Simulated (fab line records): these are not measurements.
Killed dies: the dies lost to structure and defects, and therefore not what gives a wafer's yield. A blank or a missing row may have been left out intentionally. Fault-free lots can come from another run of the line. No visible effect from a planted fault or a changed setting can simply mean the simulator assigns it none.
Comparing a struck lot with a sound one	flow sky130	15 out of 708 route steps
Sound: wafers L841.1, L841.2, L841.3. Struck: wafers L846.2, L846.3, L846.6. The cause comes at the end.
At each step with rows: each side's tool, then ch and its chambers, then its first start. Under that, the readings that differ: sound wafers	struck wafers	difference of the means	sigmas: that difference in standard deviations of wafers without a fault.
alike: same words and numbers on both sides, and readings whose means sit less than 2 such deviations apart. not compared: any withheld reading, any reading some wafer has no value for, any bound like >300 that may hide the same value, and any number with overlapping values for which the record gives no deviation.
Wherever a step has rows on one side only, a row that says differs or no value, or a row with sigmas, the two part there. When numbers do not overlap yet have no deviation, they are printed without sigmas and do not part them. A reading missing from all wafers of one side parts the sides only when that side holds two or more wafers.

first, 4 steps without rows for these wafers: SKY_VT_ADJUST_PCH_SOFTBAKE_03; SKY_VT_ADJUST_PCH_EXPOSE_04 (exposes mask NWM, target cd 840 nm); SKY_VT_ADJUST_PCH_PEB_05; SKY_VT_ADJUST_PCH_DEVELOP_06 (develop time 60 s).
SKY_VT_ADJUST_PCH_OVL_MEAS_07:
  sound on overlay-02 at day 14 21:11; struck on overlay-01 at day 16 03:41
  alike: VT_ADJUST_PCH_OVL
following that, these wafers have no rows for 1 step: SKY_VT_ADJUST_PCH_IMPLANT_08.
SKY_VT_ADJUST_PCH_STRIP_09: strips in O2/N2.
  sound on plasmaAsher-01 ch 0,1, day 14 21:23; struck on plasmaAsher-01 ch 0,1, day 16 03:52
  alike: drypumpMotorCurrentA, oesProductAu, stripTimeToEndpointS
  not compared: rfHoursCounterH
SKY_VT_ADJUST_PCH_TW_MEAS_10:
  sound on filmMetro-04 at day 14 21:29; struck on filmMetro-02 at day 16 03:59
  alike: VT_ADJUST_PCH_TW
then, 4 steps without rows for these wafers: SKY_SONOS_TUNNEL_DEHYDRATE_00 (time 60 s); SKY_SONOS_TUNNEL_HMDS_01 (prime time 60 s); SKY_SONOS_TUNNEL_COAT_02 (resist thk 1140 nm); SKY_SONOS_TUNNEL_SOFTBAKE_03 (time 60 s).
SKY_SONOS_TUNNEL_EXPOSE_04: exposes mask TUNM, target cd 410 nm.
  sound on ilineStepper-01 ch 0, day 15 09:32; struck on ilineStepper-01 ch 0, day 16 16:49
reading	sound	struck	difference	sigmas
exposureDoseMJCm2	136.05 135.99 136.09	133.87 133.71 133.87	-2.23	-17
  alike: mask
following that, these wafers have no rows for 1 step: SKY_SONOS_TUNNEL_PEB_05.
-- record jumps: 34 days separate the struck wafers' starts on either side; left off in module SONOS_TUNNEL, taken up again in module PAD_OPEN, whose first shown step is the route's number 708 --
SKY_PAD_OPEN_PROBE_99:
  sound on prober-02 at day 49 18:27; struck on prober-01 at day 50 09:44
reading	sound	struck	difference	sigmas
killedAtOther	2 2 3	0 0 0	-2	-3
killedDies	82 83 84	96 105 109	+20	+2
killedShort	37 33 34	48 46 58	+16	+2
  alike: killed_at_M0_to_M3, killed_at_M4_up, killedAtContacts, killedAtFrontEnd, killedOpen

WHERE THEY PART
Last at SKY_PAD_OPEN_PROBE_99 as far as this record goes, first at SKY_SONOS_TUNNEL_EXPOSE_04.

WHY: the cause the simulator had injected
Process parameters drifting: ilineStepper-01 at SKY_SONOS_TUNNEL_EXPOSE_04, beginning at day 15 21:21. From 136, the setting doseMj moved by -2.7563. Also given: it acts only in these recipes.
